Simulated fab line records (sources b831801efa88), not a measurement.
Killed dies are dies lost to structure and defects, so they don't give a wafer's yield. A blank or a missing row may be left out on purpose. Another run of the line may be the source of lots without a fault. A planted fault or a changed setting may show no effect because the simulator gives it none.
A struck lot beside a sound one	flow sky130	18 steps out of a route of 708
Sound: the wafers L913.4, L913.5, L913.6. Struck: wafer L918.3 (left out: L918.4, L918.5 of the same lot, which were not struck); the cause appears at the end.
Each step with rows lists, per side, the tool, then ch with its chambers, then its first start. Under that, the readings that differ: sound wafers	struck wafers	difference of the means	sigmas: that difference in standard deviations of wafers without a fault.
alike: a reading whose means differ by less than 2 such deviations, as well as words and numbers matching on both sides. not compared: withheld readings; readings where some wafer has no value; bounds like >300 that might hide an equal value; numbers whose values overlap and for which the record gives no deviation.
Wherever a step has rows on one side only, a row that says differs or no value, or a row with sigmas, the two part there. Numbers that have no deviation but don't overlap get no sigmas and don't part them. Lack of a reading on every wafer of one side parts them only where that side has two or more wafers.

first, 2 steps without rows for these wafers: SKY_CONTACT_PEB_12; SKY_CONTACT_DEVELOP_13 (develop time 60 s).
SKY_CONTACT_CD_MEAS_14: the cd target is 170 nm.
  struck on cd sem-01, day 33 08:42; sound on cd sem-01, day 31 23:58
  alike: cd nm
SKY_CONTACT_OVL_MEAS_15:
  struck on overlay-02, day 33 08:48; sound on overlay-02, day 32 00:03
  alike: CONTACT_OVL
SKY_CONTACT_ETCH_16: etches BARC in N2/H2, stops on SiO2, time 45.9 s, target depth 60 nm.
  sound on rie diel-04 ch 0,2,3, day 32 00:05; struck on rie diel-04 ch 0, day 33 08:49
reading	sound	struck	difference	sigmas
rf hours counter h (h)	- - -	14	no value on the sound wafers	
  alike: drypump motor current A, oes product au, throttle valve pct
SKY_CONTACT_ETCH_17: etches SiO2 in C4F8/O2/Ar, stops on Si3N4, target depth 340 nm.
  sound on rie diel-04 ch 0,2,3, day 32 00:08; struck on rie diel-04 ch 0, day 33 08:52
  alike: oes product au
SKY_CONTACT_ETCH_18: etches Si3N4 in CHF3/O2, stops on TiN, time 39 s, target depth 75 nm.
  sound on rie diel-04 ch 0,2,3; struck on rie diel-04 ch 0
reading	sound	struck	difference	sigmas
rf hours counter h (h)	- - -	14	no value on the sound wafers	
  alike: drypump motor current A, oes product au, throttle valve pct
SKY_CONTACT_STRIP_19: strips in O2/N2.
  sound on plasma asher-03 ch 0,1, day 32 00:14; struck on plasma asher-01 ch 1, day 33 08:59
  alike: drypump motor current A, oes product au, strip time to endpoint s
  not compared: rf hours counter h
then, 3 steps without rows for these wafers: SKY_CONTACT_STRIP_20 (strips in post etch residue remover, time 1200 s); SKY_CONTACT_CLEAN_21 (cleans in IPA, time 180 s); SKY_CONTACT_CLEAN_22 (cleans in O3/DIW).
SKY_CONTACT_SPUTTER_23: material TiN, target thk 20 nm, time 80 s.
  struck on pvd sputter-03, day 33 09:32; sound on pvd sputter-03, day 32 00:47
  alike: throttle valve pct
SKY_CONTACT_CVD_24: deposits W, target thk 340 nm, time 102.12 s.
  sound on cvd w-01 ch 0,1, day 32 00:53; struck on cvd w-02 ch 1, day 33 09:38
reading	sound	struck	difference	sigmas
model.W_of_CONTACT_CVD_24.thk nm (nm)	338.1 342.5 341.8	256.8	-84.0	
  alike: heater power w
SKY_CONTACT_RS_MEAS_25: a four-point-probe measurement.
  struck on film metro-02, day 33 10:02; sound on film metro-02, day 32 01:02
reading	sound	struck	difference	sigmas
CONTACT_W_RS (ohm/sq)	0.340 0.335 0.336	0.448	+0.111	+25
  not compared: hold
SKY_CONTACT_THK_MEAS_26: measures by xrf.
  struck on film metro-02, day 33 12:46; sound on film metro-02, day 32 01:07
reading	sound	struck	difference	sigmas
CONTACT_W_THK (nm)	335 342 340	256	-83	-13
  not compared: hold
SKY_CONTACT_CMP_27: polishes, stops on SiO2, t overpolish 15 s, target thk 0 nm.
  sound on cmp-02 ch 0,2,3, day 32 01:15; struck on cmp-02 ch 0, day 33 14:00
reading	sound	struck	difference	sigmas
hold	- - -	await dispo/1.1h/release	no value on the sound wafers	
time to endpoint s (s)	79 76 80	56	-22	-5
  alike: motor current A
then, 1 step without rows for these wafers: SKY_METAL1_SPUTTER_00 (material Ti, target thk 15 nm, time 10 s).
SKY_PAD_OPEN_PROBE_99:
  rows exist in the record for the sound wafers here (prober-01, day 46 04:41), none for the struck ones

== WHERE THEY PART ==
Last at SKY_PAD_OPEN_PROBE_99 as far as this record goes, first at SKY_CONTACT_ETCH_16.

WHY: what had been put in by the simulator
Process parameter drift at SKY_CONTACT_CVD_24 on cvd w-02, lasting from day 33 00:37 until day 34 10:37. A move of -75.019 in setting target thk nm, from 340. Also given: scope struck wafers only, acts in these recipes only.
